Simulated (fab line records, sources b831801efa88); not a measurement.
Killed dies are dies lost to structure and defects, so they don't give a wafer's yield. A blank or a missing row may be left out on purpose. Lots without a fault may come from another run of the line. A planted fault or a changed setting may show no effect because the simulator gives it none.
Chamber matching | flow gf180mcu | GF_CONTACT_ETCH_16 on rie_diel-03: 4 sister chambers
The step etches BARC in N2/H2. 14 wafers are shown with their chamber, then 6 later ones without.

WAFERS WITH THEIR CHAMBER
wafer  | chamber | drypump_motor_current_A (A) | rf_fwd_power_W (W) | throttle_valve_pct (%)
L526.1 | 0       | 5.8                         | 497.5              | 13.215
L526.3 | 3       | 5.4                         | 493.4              | 13.239
L526.5 | 0       | 5.8                         | 496.2              | 13.220
L529.4 | 1       | 6.3                         | 495.0              | 13.214
L529.5 | 3       | 5.4                         | 492.9              | 13.221
L529.6 | 2       | 6.3                         | 496.1              | 13.230
L530.1 | 3       | 5.4                         | 494.9              | 13.217
L530.2 | 1       | 6.2                         | 495.9              | 13.233
L530.6 | 1       | 6.2                         | 496.7              | 13.222
L540.1 | 0       | 5.7                         | 497.3              | 13.217
L540.6 | 1       | 6.2                         | 493.5              | 13.215
L545.1 | 3       | 5.4                         | 494.6              | 13.227
L545.4 | 0       | 5.8                         | 493.8              | 13.230
L545.6 | 1       | 6.3                         | 495.7              | 13.217

SIGNATURES (means of the wafers above)
reading                 | chamber 0 | chamber 1 | chamber 2 | chamber 3 | scatter within a chamber
drypump_motor_current_A | 5.775     | 6.240     | 6.300     | 5.400     | 0.0442
rf_fwd_power_W          | 496.200   | 495.360   | 496.100   | 493.950   | 1.31
throttle_valve_pct      | 13.22050  | 13.22020  | 13.23000  | 13.22600  | 0.00807
Rule: a wafer's distance from a chamber is the root of the sum, over the readings, of the square of ((its reading less the chamber's mean) divided by the reading's scatter). The wafer belongs to the nearest chamber; if the next one is less than 2 further off, it can't be placed. The scatter: the root of (the sum of the squares of (reading less its chamber's mean) over the shown wafers, divided by (wafers less chambers)).

WAFERS WITHOUT THEIR CHAMBER
wafer  | drypump_motor_current_A (A) | rf_fwd_power_W (W) | throttle_valve_pct (%)
L547.2 | 6.3                         | 496.6              | 13.226
L547.4 | 6.3                         | 494.8              | 13.234
L547.5 | 6.3                         | 496.9              | 13.233
L548.3 | 6.3                         | 493.9              | 13.217
L548.4 | 5.8                         | 497.5              | 13.223
L548.5 | 6.3                         | 497.0              | 13.239

WHICH CHAMBER EACH WENT THROUGH
wafer  | from the rows above     | in truth
L547.2 | can't be placed: 2 or 1 | 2
L547.4 | can't be placed: 2 or 1 | 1
L547.5 | can't be placed: 2 or 1 | 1
L548.3 | can't be placed: 1 or 2 | 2
L548.4 | 0                       | 0
L548.5 | can't be placed: 2 or 1 | 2
Placed correctly: 1 of 6. Can't be placed from these rows: 5 (the true chamber is among the candidates in 5). Placed wrongly: 0.
